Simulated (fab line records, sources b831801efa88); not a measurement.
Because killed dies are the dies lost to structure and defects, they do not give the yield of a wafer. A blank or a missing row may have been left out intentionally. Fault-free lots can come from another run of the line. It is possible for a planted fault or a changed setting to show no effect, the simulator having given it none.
Matching of chambers -- flow sky130 -- 4 sister chambers for SKY_LI_CONTACT_CMP_02 on cmp-02
The step polishes PSG. 14 wafers are shown with their chamber, then 7 later ones without.

## EACH WAFER AND ITS CHAMBER
wafer,chamber,head-pressure-psi (psi),motor-current-A (A),edge-zone-pressure-frac
L867.1,1,4.013,11.7,1.008
L867.2,3,3.990,11.5,1.001
L867.6,0,4.001,11.9,0.999
L869.1,0,3.985,11.9,1.000
L869.5,0,3.991,12.3,1.001
L869.6,1,4.009,11.6,1.000
L875.1,1,4.010,11.6,1.003
L875.4,2,3.985,11.3,1.002
L875.6,1,4.003,11.9,1.000
L874.1,2,4.000,12.2,1.006
L874.2,3,3.994,11.3,1.002
L874.5,0,3.998,12.2,0.996
L876.3,0,3.991,11.7,0.999
L876.4,3,3.996,11.4,0.997

SIGNATURES (means of the wafers above)
reading,chamber 0,chamber 1,chamber 2,chamber 3,scatter within a chamber
head-pressure-psi,3.99320,4.00875,3.99250,3.99333,0.00587
motor-current-A,12.000,11.700,11.750,11.400,0.269
edge-zone-pressure-frac,0.99900,1.00275,1.00400,1.00000,0.00281
Rule: for each reading, subtract the chamber's mean from the wafer's reading, divide by that reading's scatter and square the result; add these up over the readings and take the root, which gives the wafer's distance from the chamber. If the next closest chamber is less than 2 further off than the closest, the wafer can't be placed; otherwise it belongs to the closest. The scatter: the root of (the sum of the squares of (reading less its chamber's mean) over the shown wafers, divided by (wafers less chambers)).

## WAFERS WITH NO CHAMBER GIVEN
wafer,head-pressure-psi (psi),motor-current-A (A),edge-zone-pressure-frac
L876.6,4.004,11.3,1.003
L886.1,4.008,11.3,1.001
L886.3,3.994,11.7,1.000
L886.6,4.007,12.6,1.002
L888.2,4.000,11.5,1.006
L888.5,4.005,12.1,1.001
L888.6,3.992,11.4,1.000

## THE CHAMBER EACH PASSED THROUGH
wafer,from the rows above,in truth
L876.6,can't be placed: 1 or 3 or 2 or 0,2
L886.1,can't be placed: 1 or 3 or 2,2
L886.3,can't be placed: 3 or 0 or 2 or 1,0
L886.6,can't be placed: 1 or 0 or 2 or 3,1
L888.2,can't be placed: 2 or 1 or 3 or 0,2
L888.5,can't be placed: 1 or 0 or 2 or 3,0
L888.6,can't be placed: 3 or 2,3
0 of 7 placed correctly. Can't be placed from these rows: 7 (the true chamber is among the candidates in 7). Number placed wrongly: 0.
